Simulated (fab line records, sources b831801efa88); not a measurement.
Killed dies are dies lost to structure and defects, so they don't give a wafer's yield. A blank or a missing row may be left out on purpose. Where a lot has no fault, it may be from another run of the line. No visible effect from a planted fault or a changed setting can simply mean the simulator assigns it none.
Which tool is to blame? / flow sky130 / 39 wafers from 13 lots sampled at 3 of the route's 708 steps

WHAT EACH GAUGE READ, for each wafer
SKY_VT_ADJUST_HVTR_OVL_MEAS_08.
lot=L764; measured=day 9 21:29; on=overlay-01; VT_ADJUST_HVTR_OVL (nm)=0.6 0.2 1.4
lot=L765; measured=day 10 02:32; on=overlay-01; VT_ADJUST_HVTR_OVL (nm)=0.8 2.3 0.0
lot=L766; measured=day 10 08:20; on=overlay-02; VT_ADJUST_HVTR_OVL (nm)=0.2 0.5 0.2
lot=L770; measured=day 11 17:35; on=overlay-01; VT_ADJUST_HVTR_OVL (nm)=-0.5 0.2 0.0
lot=L771; measured=day 11 21:59; on=overlay-01; VT_ADJUST_HVTR_OVL (nm)=-0.4 -0.1 -0.1
lot=L772; measured=day 12 06:53; on=overlay-02; VT_ADJUST_HVTR_OVL (nm)=0.2 0.5 -0.5
lot=L774; measured=day 12 21:02; on=overlay-01; VT_ADJUST_HVTR_OVL (nm)=1.8 2.8 2.0
lot=L775; measured=day 13 10:26; on=overlay-01; VT_ADJUST_HVTR_OVL (nm)=0.5 0.5 -1.3
lot=L776; measured=day 13 16:59; on=overlay-01; VT_ADJUST_HVTR_OVL (nm)=3.2 2.2 1.2
lot=L777; measured=day 14 02:22; on=overlay-01; VT_ADJUST_HVTR_OVL (nm)=0.0 0.6 -1.7
lot=L784; measured=day 15 15:59; on=overlay-01; VT_ADJUST_HVTR_OVL (nm)=2.1 1.0 1.5
lot=L785; measured=day 16 01:31; on=overlay-02; VT_ADJUST_HVTR_OVL (nm)=-2.1 -1.6 -1.8
lot=L786; measured=day 16 11:22; on=overlay-02; VT_ADJUST_HVTR_OVL (nm)=0.7 0.2 0.4

EACH LOT AND THE TOOL THAT RAN IT (in order: tool; ch and the chambers of the sampled wafers; start)
lot=L764; SKY_FIELD_ISO_STRIP_16=plasma_asher-02 ch 0,1, day 2 13:32; SKY_VT_ADJUST_HVTP_SOFTBAKE_03=litho_track-03 ch 0, day 6 02:02
lot=L765; SKY_FIELD_ISO_STRIP_16=plasma_asher-02 ch 0,1, day 2 17:46; SKY_VT_ADJUST_HVTP_SOFTBAKE_03=litho_track-02 ch 0, day 6 06:43
lot=L766; SKY_FIELD_ISO_STRIP_16=plasma_asher-01 ch 0,1, day 2 22:10; SKY_VT_ADJUST_HVTP_SOFTBAKE_03=litho_track-01 ch 0, day 6 11:20
lot=L770; SKY_FIELD_ISO_STRIP_16=plasma_asher-04 ch 0, day 3 16:49; SKY_VT_ADJUST_HVTP_SOFTBAKE_03=litho_track-02 ch 0, day 7 13:05
lot=L771; SKY_FIELD_ISO_STRIP_16=plasma_asher-02 ch 0,1, day 3 22:41; SKY_VT_ADJUST_HVTP_SOFTBAKE_03=litho_track-01 ch 0, day 7 18:20
lot=L772; SKY_FIELD_ISO_STRIP_16=plasma_asher-04 ch 0,1, day 4 03:58; SKY_VT_ADJUST_HVTP_SOFTBAKE_03=litho_track-01 ch 0, day 8 00:50
lot=L774; SKY_FIELD_ISO_STRIP_16=plasma_asher-02 ch 0,1, day 4 19:01; SKY_VT_ADJUST_HVTP_SOFTBAKE_03=litho_track-01 ch 0, day 8 14:28
lot=L775; SKY_FIELD_ISO_STRIP_16=plasma_asher-02 ch 0,1, day 5 00:18; SKY_VT_ADJUST_HVTP_SOFTBAKE_03=litho_track-03 ch 0, day 9 01:44
lot=L776; SKY_FIELD_ISO_STRIP_16=plasma_asher-01 ch 0,1, day 5 03:30; SKY_VT_ADJUST_HVTP_SOFTBAKE_03=litho_track-01 ch 0, day 9 08:41
lot=L777; SKY_FIELD_ISO_STRIP_16=plasma_asher-01 ch 0,1, day 5 07:47; SKY_VT_ADJUST_HVTP_SOFTBAKE_03=litho_track-03 ch 0, day 9 16:13
lot=L784; SKY_FIELD_ISO_STRIP_16=plasma_asher-02 ch 0,1, day 6 18:34; SKY_VT_ADJUST_HVTP_SOFTBAKE_03=litho_track-03 ch 0, day 11 01:43
lot=L785; SKY_FIELD_ISO_STRIP_16=plasma_asher-01 ch 0,1, day 7 01:41; SKY_VT_ADJUST_HVTP_SOFTBAKE_03=litho_track-02 ch 0, day 11 09:55
lot=L786; SKY_FIELD_ISO_STRIP_16=plasma_asher-04 ch 0,1, day 7 05:40; SKY_VT_ADJUST_HVTP_SOFTBAKE_03=litho_track-01 ch 0, day 11 18:05
- SKY_FIELD_ISO_STRIP_16: strips in O2/N2.
- SKY_VT_ADJUST_HVTP_SOFTBAKE_03: time 60 s.

AS READ BY THE TOOLS THEMSELVES (means over the sampled wafers that have a number; for cases with no such wafer, the mark the record gives instead)
SKY_FIELD_ISO_STRIP_16.
lot=L764; tool=plasma_asher-02; drypump_motor_current_A (A)=6.1; oes_product_au (a.u.)=0.381; strip_time_to_endpoint_s (s)=3.54
lot=L765; tool=plasma_asher-02; drypump_motor_current_A (A)=6.1; oes_product_au (a.u.)=0.376; strip_time_to_endpoint_s (s)=3.51
lot=L766; tool=plasma_asher-01; drypump_motor_current_A (A)=5.7; oes_product_au (a.u.)=0.387; strip_time_to_endpoint_s (s)=3.58
lot=L770; tool=plasma_asher-04; drypump_motor_current_A (A)=6.1; oes_product_au (a.u.)=0.379; strip_time_to_endpoint_s (s)=3.61
lot=L771; tool=plasma_asher-02; drypump_motor_current_A (A)=6.1; oes_product_au (a.u.)=0.383; strip_time_to_endpoint_s (s)=3.63
lot=L772; tool=plasma_asher-04; drypump_motor_current_A (A)=6.0; oes_product_au (a.u.)=0.379; strip_time_to_endpoint_s (s)=3.57
lot=L774; tool=plasma_asher-02; drypump_motor_current_A (A)=5.8; oes_product_au (a.u.)=0.377; strip_time_to_endpoint_s (s)=3.57
lot=L775; tool=plasma_asher-02; drypump_motor_current_A (A)=6.1; oes_product_au (a.u.)=0.380; strip_time_to_endpoint_s (s)=3.56
lot=L776; tool=plasma_asher-01; drypump_motor_current_A (A)=5.7; oes_product_au (a.u.)=0.377; strip_time_to_endpoint_s (s)=3.52
lot=L777; tool=plasma_asher-01; drypump_motor_current_A (A)=5.8; oes_product_au (a.u.)=0.376; strip_time_to_endpoint_s (s)=3.53
lot=L784; tool=plasma_asher-02; drypump_motor_current_A (A)=5.8; oes_product_au (a.u.)=0.379; strip_time_to_endpoint_s (s)=3.57
lot=L785; tool=plasma_asher-01; drypump_motor_current_A (A)=5.7; oes_product_au (a.u.)=0.380; strip_time_to_endpoint_s (s)=3.56
lot=L786; tool=plasma_asher-04; drypump_motor_current_A (A)=6.0; oes_product_au (a.u.)=0.379; strip_time_to_endpoint_s (s)=3.52

SKY_VT_ADJUST_HVTP_SOFTBAKE_03.
lot=L764; tool=litho_track-03; heater_power_total_W (W)=56.62; plate_temp_C (C)=89.93
lot=L765; tool=litho_track-02; heater_power_total_W (W)=56.60; plate_temp_C (C)=90.09
lot=L766; tool=litho_track-01; heater_power_total_W (W)=56.62; plate_temp_C (C)=90.00
lot=L770; tool=litho_track-02; heater_power_total_W (W)=56.60; plate_temp_C (C)=89.95
lot=L771; tool=litho_track-01; heater_power_total_W (W)=56.61; plate_temp_C (C)=90.00
lot=L772; tool=litho_track-01; heater_power_total_W (W)=56.60; plate_temp_C (C)=90.12
lot=L774; tool=litho_track-01; heater_power_total_W (W)=57.18; plate_temp_C (C)=90.51
lot=L775; tool=litho_track-03; heater_power_total_W (W)=56.59; plate_temp_C (C)=89.91
lot=L776; tool=litho_track-01; heater_power_total_W (W)=57.15; plate_temp_C (C)=90.47
lot=L777; tool=litho_track-03; heater_power_total_W (W)=56.56; plate_temp_C (C)=90.15
lot=L784; tool=litho_track-03; heater_power_total_W (W)=56.66; plate_temp_C (C)=90.08
lot=L785; tool=litho_track-02; heater_power_total_W (W)=56.60; plate_temp_C (C)=89.93
lot=L786; tool=litho_track-01; heater_power_total_W (W)=56.56; plate_temp_C (C)=90.15

THE ANSWER, worked out from the rows above alone
Rule: the usual values come from the lots themselves. Put in order of their means at a reading, lots are off if they are a third of the lots or fewer, leave a main group of 4 or more, and stand apart from it by a gap of 3 or more times the standard deviation of the main group's means; of several such gaps the widest counts. A main group is skipped when, at the precision printed for the reading in the tables above, its means are all equal. A lot without any number at a reading at which 4 lots or more have one is off too. All remaining lots with rows at the step are treated as sound. After the gauges, taken in route order, come the tools' own readings; for these a lot's mean is taken, as printed above. At the first step where some lot is off, the reading lying furthest off is the one used; lots without a number count as furthest.
Off: L774, L776 (SKY_VT_ADJUST_HVTP_SOFTBAKE_03, heater_power_total_W). The main group has a mean of 56.60 W with a standard deviation of 0.027.
If a tool, at that step or one of the process steps before it, ran each lot that is off and ran no sound lot following the first of them, it fits. Not one of the candidates tried fits.

WHAT THE SIMULATOR PUT IN
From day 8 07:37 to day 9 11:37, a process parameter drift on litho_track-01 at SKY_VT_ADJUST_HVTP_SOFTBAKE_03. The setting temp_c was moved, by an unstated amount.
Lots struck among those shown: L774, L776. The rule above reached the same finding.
